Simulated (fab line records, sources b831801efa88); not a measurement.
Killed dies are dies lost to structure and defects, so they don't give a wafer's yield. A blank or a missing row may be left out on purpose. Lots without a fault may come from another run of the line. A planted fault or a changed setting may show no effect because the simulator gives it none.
Chamber matching | flow sky130 | SKY_METAL3_ETCH_17 on rie_diel-01: 4 sister chambers
The step etches SiO2 in C4F8/O2/Ar, stops on TiN, time 3.9 s, target depth 15 nm. 8 wafers are shown with their chamber, then 9 later ones without.

WAFERS WITH THEIR CHAMBER
wafer  | chamber | chamber_pressure_mTorr (mTorr) | oes_product_au (a.u.)
L082.5 | 1       | 40.01                          | 0.762
L086.4 | 1       | 39.97                          | 0.756
L087.1 | 3       | 40.00                          | 0.748
L087.2 | 2       | 40.04                          | 0.761
L087.3 | 0       | 39.95                          | 0.742
L089.1 | 0       | 40.01                          | 0.749
L089.2 | 3       | 39.98                          | 0.753
L089.4 | 2       | 40.02                          | 0.763

WAFERS WITHOUT THEIR CHAMBER
wafer  | chamber_pressure_mTorr (mTorr) | oes_product_au (a.u.)
L090.1 | 39.95                          | 0.746
L090.2 | 39.95                          | 0.748
L090.5 | 39.99                          | 0.759
L095.1 | 40.00                          | 0.760
L095.3 | 40.01                          | 0.755
L095.4 | 40.02                          | 0.770
L097.1 | 40.00                          | 0.744
L097.5 | 40.03                          | 0.755
L097.6 | 40.02                          | 0.751

WHICH CHAMBER EACH WENT THROUGH
wafer  | from the rows above               | in truth
L090.1 | can't be placed: 0 or 3           | 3
L090.2 | can't be placed: 0 or 3 or 1      | 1
L090.5 | can't be placed: 1 or 2           | 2
L095.1 | can't be placed: 1 or 2           | 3
L095.3 | can't be placed: 1 or 3 or 2 or 0 | 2
L095.4 | can't be placed: 2 or 1           | 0
L097.1 | can't be placed: 0 or 3           | 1
L097.5 | can't be placed: 1 or 2 or 3 or 0 | 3
L097.6 | can't be placed: 3 or 0 or 1 or 2 | 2
Placed correctly: 0 of 9. Can't be placed from these rows: 9 (the true chamber is among the candidates in 6). Placed wrongly: 0.
How it was worked out, from the rows above alone: a wafer's distance from a chamber is the root of the sum, over the readings, of the square of ((its reading less the chamber's mean) divided by the reading's scatter). The wafer belongs to the nearest chamber; if the next one is less than 2 further off, it can't be placed. A chamber's mean is the mean of its shown wafers. The scatter: the root of (the sum of the squares of (reading less its chamber's mean) over the shown wafers, divided by (wafers less chambers)).
